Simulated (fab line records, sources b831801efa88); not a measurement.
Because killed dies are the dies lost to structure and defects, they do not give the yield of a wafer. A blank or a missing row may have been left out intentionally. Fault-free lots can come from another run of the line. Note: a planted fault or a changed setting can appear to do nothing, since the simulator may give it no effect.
Chamber matching / flow gf180mcu / GF_V3_CVD_02 on pecvd-03 has 3 sister chambers
The step deposits SiO2 from TEOS, target thk 850 nm, time 94.851 s. 22 wafers are shown with their chamber, then 11 later ones without.

EACH WAFER AND ITS CHAMBER
wafer=L076.3; chamber=1; heater_power_w (W)=569; rf_fwd_power_W (W)=595.4
wafer=L076.5; chamber=0; heater_power_w (W)=632; rf_fwd_power_W (W)=594.2
wafer=L076.6; chamber=2; heater_power_w (W)=711; rf_fwd_power_W (W)=594.9
wafer=L078.1; chamber=1; heater_power_w (W)=551; rf_fwd_power_W (W)=595.9
wafer=L078.3; chamber=0; heater_power_w (W)=627; rf_fwd_power_W (W)=594.9
wafer=L078.5; chamber=1; heater_power_w (W)=604; rf_fwd_power_W (W)=595.2
wafer=L079.2; chamber=2; heater_power_w (W)=755; rf_fwd_power_W (W)=593.7
wafer=L079.4; chamber=2; heater_power_w (W)=782; rf_fwd_power_W (W)=595.3
wafer=L079.6; chamber=0; heater_power_w (W)=673; rf_fwd_power_W (W)=595.8
wafer=L081.1; chamber=0; heater_power_w (W)=666; rf_fwd_power_W (W)=594.6
wafer=L081.3; chamber=1; heater_power_w (W)=576; rf_fwd_power_W (W)=596.3
wafer=L081.5; chamber=1; heater_power_w (W)=615; rf_fwd_power_W (W)=597.6
wafer=L082.1; chamber=1; heater_power_w (W)=548; rf_fwd_power_W (W)=595.6
wafer=L082.3; chamber=2; heater_power_w (W)=779; rf_fwd_power_W (W)=595.0
wafer=L082.5; chamber=1; heater_power_w (W)=600; rf_fwd_power_W (W)=592.6
wafer=L086.1; chamber=0; heater_power_w (W)=627; rf_fwd_power_W (W)=590.0
wafer=L086.2; chamber=1; heater_power_w (W)=661; rf_fwd_power_W (W)=596.9
wafer=L086.3; chamber=2; heater_power_w (W)=807; rf_fwd_power_W (W)=594.2
wafer=L086.4; chamber=1; heater_power_w (W)=516; rf_fwd_power_W (W)=596.7
wafer=L086.5; chamber=0; heater_power_w (W)=680; rf_fwd_power_W (W)=593.1
wafer=L086.6; chamber=2; heater_power_w (W)=630; rf_fwd_power_W (W)=596.9
wafer=L088.1; chamber=1; heater_power_w (W)=607; rf_fwd_power_W (W)=596.7

SIGNATURES (averages over the wafers above)
reading=heater_power_w; chamber 0=650.83; chamber 1=584.70; chamber 2=744.00; scatter within a chamber=45.5
reading=rf_fwd_power_W; chamber 0=593.767; chamber 1=595.890; chamber 2=595.000; scatter within a chamber=1.52
Rule: distance of a wafer from a chamber = root of the sum over the readings of ((wafer's reading minus chamber's mean) / reading's scatter) squared. If the next closest chamber is less than 2 further off than the closest, the wafer can't be placed; otherwise it belongs to the closest. The scatter is the square root of a quotient: the sum, over the shown wafers, of each reading's squared deviation from its chamber's mean, divided by wafers minus chambers.

WAFERS WITH NO CHAMBER GIVEN
wafer=L088.3; heater_power_w (W)=780; rf_fwd_power_W (W)=598.7
wafer=L088.4; heater_power_w (W)=676; rf_fwd_power_W (W)=591.5
wafer=L091.1; heater_power_w (W)=642; rf_fwd_power_W (W)=598.9
wafer=L091.2; heater_power_w (W)=655; rf_fwd_power_W (W)=593.3
wafer=L091.3; heater_power_w (W)=716; rf_fwd_power_W (W)=594.4
wafer=L095.1; heater_power_w (W)=634; rf_fwd_power_W (W)=592.6
wafer=L095.2; heater_power_w (W)=768; rf_fwd_power_W (W)=594.5
wafer=L095.3; heater_power_w (W)=660; rf_fwd_power_W (W)=600.3
wafer=L097.2; heater_power_w (W)=603; rf_fwd_power_W (W)=594.7
wafer=L097.4; heater_power_w (W)=638; rf_fwd_power_W (W)=596.3
wafer=L097.6; heater_power_w (W)=785; rf_fwd_power_W (W)=597.8

WHICH CHAMBER EACH WENT THROUGH
wafer=L088.3; from the rows above=can't be placed: 2 or 0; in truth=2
wafer=L088.4; from the rows above=can't be placed: 0 or 2 or 1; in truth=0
wafer=L091.1; from the rows above=can't be placed: 1 or 0 or 2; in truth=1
wafer=L091.2; from the rows above=can't be placed: 0 or 2 or 1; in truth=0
wafer=L091.3; from the rows above=can't be placed: 2 or 0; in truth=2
wafer=L095.1; from the rows above=can't be placed: 0 or 1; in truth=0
wafer=L095.2; from the rows above=can't be placed: 2 or 0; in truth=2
wafer=L095.3; from the rows above=can't be placed: 1 or 2 or 0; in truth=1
wafer=L097.2; from the rows above=can't be placed: 1 or 0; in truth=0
wafer=L097.4; from the rows above=can't be placed: 1 or 0 or 2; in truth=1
wafer=L097.6; from the rows above=can't be placed: 2 or 0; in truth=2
Placed correctly: 0 of 11. Unplaceable from these rows: 11, with the true chamber sitting among the candidates in 11. Placed wrongly: 0.
